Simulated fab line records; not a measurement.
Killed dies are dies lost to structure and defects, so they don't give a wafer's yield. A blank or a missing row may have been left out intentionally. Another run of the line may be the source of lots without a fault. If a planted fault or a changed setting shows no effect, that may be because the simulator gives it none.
Struck lot and sound lot, side by side ; flow gf180mcu ; 22 steps out of a route of 602
Sound: wafers L165.2, L165.4, L165.5. The struck wafers were L168.3, L168.5, L168.6. Last of all comes the cause.
At each step with rows: each side's tool, then ch and its chambers, then its first start. Under that, the readings that differ: sound wafers ; struck wafers ; difference of the means ; sigmas: that difference in standard deviations of wafers without a fault.
alike: a reading whose means differ by less than 2 such deviations, as well as words and numbers matching on both sides. not compared: withheld readings; readings where some wafer has no value; bounds like >300 that might hide an equal value; numbers whose values overlap and for which the record gives no deviation.
A row with sigmas, a row that says differs or no value, or rows on one side alone: a step with any of these is where the two part. Non-overlapping numbers with no deviation appear without sigmas and do not part them. A reading missing from all wafers of one side parts the sides only when that side holds two or more wafers.

first, 3 steps without rows for these wafers: GF_M5_STRIP_12 (strips in post etch residue remover, time 1200 s); GF_M5_CLEAN_13 (cleans in DIW); GF_V5_CVD_00 (deposits SiO2, target thk 300 nm, time 50 s).
GF_V5_THK_MEAS_01:
  struck on filmMetro-04, day 30 00:34; sound on filmMetro-01, day 29 04:47
  alike: V5_CVD_00_THK
GF_V5_CVD_02: deposits SiO2 from TEOS, target thk 1450 nm, time 163.28 s.
  sound on pecvd-02 ch 0,1, day 29 04:50; struck on pecvd-01 ch 0,1,2, day 30 00:36
  alike: heaterPowerW, rfFwdPowerW
GF_V5_THK_MEAS_03:
  struck on filmMetro-01, day 30 00:44; sound on filmMetro-02, day 29 04:57
  alike: V5_CVD_02_THK
GF_V5_CMP_04: polishes SiO2.
  sound on cmp-01 ch 0,1,2, day 29 05:03; struck on cmp-02 ch 0,2,3, day 30 00:52
  alike: motorCurrentA
GF_V5_BOW_MEAS_05:
  struck on filmMetro-01, day 30 01:07; sound on filmMetro-02, day 29 05:19
  alike: V5_BOW
then, 4 steps without rows for these wafers: GF_V5_DEHYDRATE_06 (time 60 s); GF_V5_HMDS_07 (prime time 60 s); GF_V5_COAT_08; GF_V5_COAT_09 (resist thk 1000 nm).
GF_V5_SOFTBAKE_10: time 60 s.
  sound on lithoTrack-02 ch 0, day 29 14:00; struck on lithoTrack-04 ch 0, day 30 09:00
reading;sound;struck;difference;sigmas
heaterPowerTotalW (W);93.02 93.12 93.11;102.17 102.13 102.07;+9.04;+99 or more
plateTempC (C);129.93 130.10 129.94;139.65 139.72 139.72;+9.71;+75
model.KrF_of_V5_COAT_09.thkNm (nm);996.1 1000 998.9;988.1 989.5 991.2;-8.7;
then, 2 steps without rows for these wafers: GF_V5_EXPOSE_11 (exposes mask Via5, target cd 260 nm); GF_V5_PEB_12 (peb time 90 s).
GF_V5_DEVELOP_13: develop time 60 s.
  sound on lithoTrack-04 ch 0, day 29 23:53; struck on lithoTrack-02 ch 0, day 30 18:13
reading;sound;struck;difference;sigmas
model.KrF_of_V5_COAT_09.thkNm (nm);981.2 985.3 983.9;973.4 974.7 976.4;-8.6;
GF_V5_CD_MEAS_14: the cd target is 260 nm.
  struck on cdSem-01, day 30 18:21; sound on cdSem-01, day 30 00:02
reading;sound;struck;difference;sigmas
cdNm (nm);259.4 258.3 258.0;292.6 293.5 292.8;+34.4;+31
GF_V5_OVL_MEAS_15:
  struck on overlay-02, day 30 18:26; sound on overlay-02, day 30 00:08
  alike: V5_OVL
GF_V5_ETCH_16: etches BARC in N2/H2.
  sound on rieDiel-02 ch 0,1,3, day 30 00:10; struck on rieDiel-02 ch 1,2,3, day 30 18:28
reading;sound;struck;difference;sigmas
model.V5.cdNm (nm);259.4 257.2 257.1;293 293.3 292.7;+35;
  alike: drypumpMotorCurrentA, oesProductAu, rfFwdPowerW, throttleValvePct
GF_V5_ETCH_17: etches SiO2 in C4F8/O2/Ar, stops on TiN, target depth 855 nm.
  sound on rieDiel-02 ch 0,1,3; struck on rieDiel-02 ch 1,2,3
reading;sound;struck;difference;sigmas
rfFwdPowerW (W);1496 1483 1485;1496 1500 1499;+10;+2
model.V5.cdNm (nm);260.9 258 257.8;294.1 293.2 292.6;+34.4;
  alike: oesProductAu
GF_V5_STRIP_18: strips in O2/N2.
  sound on plasmaAsher-01 ch 0,1, day 30 00:19; struck on plasmaAsher-04 ch 0,1, day 30 18:39
  alike: drypumpMotorCurrentA, heaterPowerW, oesProductAu
  not compared: rfHoursCounterH
GF_PASSIVATION_PROBE_99:
  struck on prober-02, day 32 11:43; sound on prober-02, day 31 17:14
reading;sound;struck;difference;sigmas
model.etest.via5Chain.rcOhm;7.337 7.417 6.95;5.331 5.744 5.316;-1.771;

WHERE THEY PART
Earliest at GF_V5_SOFTBAKE_10; latest, in this record, at GF_V5_ETCH_17. Later steps at which nothing parts them and some readings are alike: GF_V5_STRIP_18.

WHY: the cause the simulator had injected
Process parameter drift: lithoTrack-04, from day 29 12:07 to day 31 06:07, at GF_V5_SOFTBAKE_10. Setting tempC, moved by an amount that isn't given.
